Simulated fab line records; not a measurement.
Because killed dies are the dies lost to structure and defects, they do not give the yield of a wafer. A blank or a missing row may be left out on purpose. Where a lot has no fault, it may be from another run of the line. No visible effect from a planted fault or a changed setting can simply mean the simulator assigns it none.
The tool behind it: which one? / flow sky130 / 18 wafers from 6 lots sampled at 2 of the route's 708 steps

== WHAT THE GAUGES SHOWED, per wafer ==
SKY_VIA4_THK_MEAS_20: measures by xrf.
lot=L588; measured=day 43 10:22; on=film metro-02; VIA4_W_THK (nm)=520 513 514
lot=L592; measured=day 44 14:47; on=film metro-01; VIA4_W_THK (nm)=523 522 515
lot=L602; measured=day 47 02:32; on=film metro-02; VIA4_W_THK (nm)=507 511 515
lot=L604; measured=day 47 10:23; on=film metro-01; VIA4_W_THK (nm)=525 522 521
lot=L606; measured=day 48 13:40; on=film metro-01; VIA4_W_THK (nm)=525 523 523
lot=L607; measured=day 48 14:40; on=film metro-02; VIA4_W_THK (nm)=509 509 514

== TOOL THAT RAN EACH LOT (tool first, then ch and the chambers of the sampled wafers, then the start) ==
lot=L588; SKY_CAPM_SPUTTER_02=pvd sputter-01, day 37 01:46
lot=L592; SKY_CAPM_SPUTTER_02=pvd sputter-01, day 38 10:59
lot=L602; SKY_CAPM_SPUTTER_02=pvd sputter-02, day 41 05:17
lot=L604; SKY_CAPM_SPUTTER_02=pvd sputter-04, day 41 16:53
lot=L606; SKY_CAPM_SPUTTER_02=pvd sputter-04, day 43 00:44
lot=L607; SKY_CAPM_SPUTTER_02=pvd sputter-02, day 43 02:15
- SKY_CAPM_SPUTTER_02: material TiN, target thk 200 nm, time 166.7 s.

== THE ANSWER, worked out from the rows above alone ==
Rule: the lots themselves supply what counts as usual. Put in order of their means at a reading, lots are off if they are a third of the lots or fewer, leave a main group of 4 or more, and stand apart from it by a gap of 3 or more times the standard deviation of the main group's means; of several such gaps the widest counts. Not used: any main group whose means are identical at the precision the tables above print for the reading. Also off: a lot with no number at a reading for which 4 or more lots have one. Any other lot the step has rows for is counted as sound.
No lot is off on any of the readings shown, so nothing can be concluded from this.

== WHAT THE SIMULATOR HAD INSERTED ==
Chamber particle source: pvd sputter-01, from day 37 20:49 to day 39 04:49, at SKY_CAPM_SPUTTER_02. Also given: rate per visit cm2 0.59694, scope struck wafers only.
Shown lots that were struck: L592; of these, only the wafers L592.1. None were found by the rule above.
